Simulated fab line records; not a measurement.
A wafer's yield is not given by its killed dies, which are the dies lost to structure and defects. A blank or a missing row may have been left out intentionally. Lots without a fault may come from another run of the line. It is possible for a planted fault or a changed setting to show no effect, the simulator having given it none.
Chamber matching || flow sky130 || 4 sister chambers for SKY_METAL3_ETCH_17 on rie_diel-03
The step etches SiO2 in C4F8/O2/Ar, stops on TiN, time 3.9 s, target depth 15 nm. 27 wafers are shown with their chamber, then 12 later ones without.

WAFERS WITH THEIR CHAMBER
{"wafer": "L074.1", "chamber": 0, "oes_product_au (a.u.)": 0.747}
{"wafer": "L074.3", "chamber": 2, "oes_product_au (a.u.)": 0.742}
{"wafer": "L074.4", "chamber": 2, "oes_product_au (a.u.)": 0.744}
{"wafer": "L075.1", "chamber": 3, "oes_product_au (a.u.)": 0.743}
{"wafer": "L075.4", "chamber": 1, "oes_product_au (a.u.)": 0.750}
{"wafer": "L075.6", "chamber": 0, "oes_product_au (a.u.)": 0.748}
{"wafer": "L078.1", "chamber": 3, "oes_product_au (a.u.)": 0.759}
{"wafer": "L078.3", "chamber": 2, "oes_product_au (a.u.)": 0.756}
{"wafer": "L078.6", "chamber": 0, "oes_product_au (a.u.)": 0.757}
{"wafer": "L079.3", "chamber": 0, "oes_product_au (a.u.)": 0.764}
{"wafer": "L079.5", "chamber": 0, "oes_product_au (a.u.)": 0.766}
{"wafer": "L079.6", "chamber": 1, "oes_product_au (a.u.)": 0.768}
{"wafer": "L081.1", "chamber": 3, "oes_product_au (a.u.)": 0.741}
{"wafer": "L081.2", "chamber": 1, "oes_product_au (a.u.)": 0.743}
{"wafer": "L081.3", "chamber": 0, "oes_product_au (a.u.)": 0.767}
{"wafer": "L080.2", "chamber": 0, "oes_product_au (a.u.)": 0.763}
{"wafer": "L080.4", "chamber": 2, "oes_product_au (a.u.)": 0.763}
{"wafer": "L080.5", "chamber": 3, "oes_product_au (a.u.)": 0.771}
{"wafer": "L084.1", "chamber": 0, "oes_product_au (a.u.)": 0.755}
{"wafer": "L084.4", "chamber": 0, "oes_product_au (a.u.)": 0.770}
{"wafer": "L084.6", "chamber": 3, "oes_product_au (a.u.)": 0.761}
{"wafer": "L085.1", "chamber": 3, "oes_product_au (a.u.)": 0.752}
{"wafer": "L085.4", "chamber": 1, "oes_product_au (a.u.)": 0.749}
{"wafer": "L085.5", "chamber": 3, "oes_product_au (a.u.)": 0.755}
{"wafer": "L088.3", "chamber": 3, "oes_product_au (a.u.)": 0.744}
{"wafer": "L088.4", "chamber": 1, "oes_product_au (a.u.)": 0.762}
{"wafer": "L088.5", "chamber": 2, "oes_product_au (a.u.)": 0.757}

SIGNATURES (means of the wafers above)
{"reading": "oes_product_au", "chamber 0": 0.75967, "chamber 1": 0.75440, "chamber 2": 0.75240, "chamber 3": 0.75325, "scatter within a chamber": 0.00945}
Rule: a wafer's distance from a chamber is the root of the sum, over the readings, of the square of ((its reading less the chamber's mean) divided by the reading's scatter). If the next closest chamber is less than 2 further off than the closest, the wafer can't be placed; otherwise it belongs to the closest. The scatter: the root of (the sum of the squares of (reading less its chamber's mean) over the shown wafers, divided by (wafers less chambers)).

WAFERS WITH NO CHAMBER GIVEN
{"wafer": "L090.3", "oes_product_au (a.u.)": 0.760}
{"wafer": "L090.4", "oes_product_au (a.u.)": 0.749}
{"wafer": "L090.5", "oes_product_au (a.u.)": 0.760}
{"wafer": "L091.1", "oes_product_au (a.u.)": 0.753}
{"wafer": "L091.3", "oes_product_au (a.u.)": 0.751}
{"wafer": "L091.6", "oes_product_au (a.u.)": 0.737}
{"wafer": "L093.2", "oes_product_au (a.u.)": 0.752}
{"wafer": "L093.3", "oes_product_au (a.u.)": 0.764}
{"wafer": "L093.4", "oes_product_au (a.u.)": 0.771}
{"wafer": "L096.1", "oes_product_au (a.u.)": 0.752}
{"wafer": "L096.4", "oes_product_au (a.u.)": 0.751}
{"wafer": "L096.6", "oes_product_au (a.u.)": 0.764}

THE CHAMBER EACH PASSED THROUGH
{"wafer": "L090.3", "from the rows above": "can't be placed: 0 or 1 or 3 or 2", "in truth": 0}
{"wafer": "L090.4", "from the rows above": "can't be placed: 2 or 3 or 1 or 0", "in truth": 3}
{"wafer": "L090.5", "from the rows above": "can't be placed: 0 or 1 or 3 or 2", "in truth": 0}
{"wafer": "L091.1", "from the rows above": "can't be placed: 3 or 2 or 1 or 0", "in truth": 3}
{"wafer": "L091.3", "from the rows above": "can't be placed: 2 or 3 or 1 or 0", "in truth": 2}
{"wafer": "L091.6", "from the rows above": "can't be placed: 2 or 3 or 1 or 0", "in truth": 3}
{"wafer": "L093.2", "from the rows above": "can't be placed: 2 or 3 or 1 or 0", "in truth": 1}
{"wafer": "L093.3", "from the rows above": "can't be placed: 0 or 1 or 3 or 2", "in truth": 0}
{"wafer": "L093.4", "from the rows above": "can't be placed: 0 or 1 or 3 or 2", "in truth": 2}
{"wafer": "L096.1", "from the rows above": "can't be placed: 2 or 3 or 1 or 0", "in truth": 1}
{"wafer": "L096.4", "from the rows above": "can't be placed: 2 or 3 or 1 or 0", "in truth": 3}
{"wafer": "L096.6", "from the rows above": "can't be placed: 0 or 1 or 3 or 2", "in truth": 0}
Placed correctly: 0 of 12. Not placeable from these rows: 12 (in 12, the candidates include the true chamber). Wrongly placed: 0.
